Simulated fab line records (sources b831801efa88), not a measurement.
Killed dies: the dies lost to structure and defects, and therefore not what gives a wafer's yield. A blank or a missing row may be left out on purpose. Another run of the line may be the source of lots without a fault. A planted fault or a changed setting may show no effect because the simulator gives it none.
A struck lot beside a sound one    flow sky130    34 steps out of a route of 708
Sound: the wafers L567.1, L567.2, L567.6. Wafers struck: L577.2, L577.3, L577.4. The cause is named last.
For every step that has rows: the tool of each side, followed by ch and its chambers, followed by its first start. Under that, the readings that differ: sound wafers    struck wafers    difference of the means    sigmas: that difference in standard deviations of wafers without a fault.
alike: a reading whose means differ by less than 2 such deviations, as well as words and numbers matching on both sides. not compared: withheld readings; readings where some wafer has no value; bounds like >300 that might hide an equal value; numbers whose values overlap and for which the record gives no deviation.
A row with sigmas, a row that says differs or no value, or rows on one side alone: a step with any of these is where the two part. Numbers that don't overlap but have no deviation are shown without sigmas and don't part them. A reading missing from all wafers of one side parts the sides only when that side holds two or more wafers.

first, 9 steps without rows for these wafers: SKY_LOCAL_INTERCONNECT_PEB_09; SKY_LOCAL_INTERCONNECT_DEVELOP_10 (develop time 60 s); SKY_LOCAL_INTERCONNECT_ETCH_13 (etches BARC in N2/H2, stops on SiO2, time 45.9 s, target depth 60 nm); SKY_LOCAL_INTERCONNECT_METAL_ETCH_14 (etches TiN in Cl2/BCl3, stops on PSG, target depth 110 nm, time 31.4 s); SKY_LOCAL_INTERCONNECT_STRIP_15 (strips in O2/N2); SKY_LOCAL_INTERCONNECT_STRIP_16 (strips in post etch residue remover, time 1200 s); SKY_LOCAL_INTERCONNECT_CLEAN_17 (cleans in IPA, time 180 s); SKY_LOCAL_INTERCONNECT_CLEAN_18 (cleans in O3/DIW); SKY_CONTACT_CVD_00 (deposits Si3N4, target thk 75 nm).
SKY_CONTACT_HDPCVD_02: deposits SiO2, target thk 565 nm, time 94.2 s.
  sound on hdpcvd-02 ch 1,2, day 31 23:12; struck on hdpcvd-01 ch 0,1,2, day 35 04:05
then, 23 steps without rows for these wafers: SKY_CONTACT_CMP_04 (polishes SiO2); SKY_CONTACT_DEHYDRATE_06 (time 60 s); SKY_CONTACT_HMDS_07 (prime time 60 s); SKY_CONTACT_COAT_08 (resist thk 60 nm); SKY_CONTACT_COAT_09 (resist thk 450 nm); SKY_CONTACT_SOFTBAKE_10 (time 90 s); SKY_CONTACT_EXPOSE_11 (exposes mask CTM1, target cd 170 nm); SKY_CONTACT_PEB_12; SKY_CONTACT_DEVELOP_13 (develop time 60 s); SKY_CONTACT_ETCH_16 (etches BARC in N2/H2, stops on SiO2, time 45.9 s, target depth 60 nm); SKY_CONTACT_ETCH_17 (etches SiO2 in C4F8/O2/Ar, stops on Si3N4, target depth 340 nm); SKY_CONTACT_ETCH_18 (etches Si3N4 in CHF3/O2, stops on TiN, time 39 s, target depth 75 nm); SKY_CONTACT_STRIP_19 (strips in O2/N2); SKY_CONTACT_STRIP_20 (strips in post etch residue remover, time 1200 s); SKY_CONTACT_CLEAN_21 (cleans in IPA, time 180 s); SKY_CONTACT_CLEAN_22 (cleans in O3/DIW); SKY_CONTACT_SPUTTER_23 (material TiN, target thk 20 nm, time 80 s); SKY_CONTACT_CVD_24 (deposits W, target thk 340 nm, time 102.12 s); SKY_CONTACT_CMP_27 (polishes, stops on SiO2, t overpolish 15 s, target thk 0 nm); SKY_METAL1_SPUTTER_00 (material Ti, target thk 15 nm, time 10 s); SKY_METAL1_SPUTTER_01 (material TiN, target thk 20 nm, time 16.7 s); SKY_METAL1_SPUTTER_02 (material AlCu, target thk 250 nm, time 13.3 s); SKY_METAL1_SPUTTER_03 (material Ti, target thk 5 nm, time 3.3 s).
-- the record jumps here: 14 days lie between the struck wafers' starts before and after (it left off in module METAL1 and takes up again in module PAD_OPEN, whose first step shown is number 708 of the route) --
SKY_PAD_OPEN_PROBE_99:
  rows exist in the record for the struck wafers here (prober-02, day 49 05:40), but not for the sound ones

WHERE THEY PART
Only at SKY_PAD_OPEN_PROBE_99, within this record.

WHY: whatever the simulator had introduced
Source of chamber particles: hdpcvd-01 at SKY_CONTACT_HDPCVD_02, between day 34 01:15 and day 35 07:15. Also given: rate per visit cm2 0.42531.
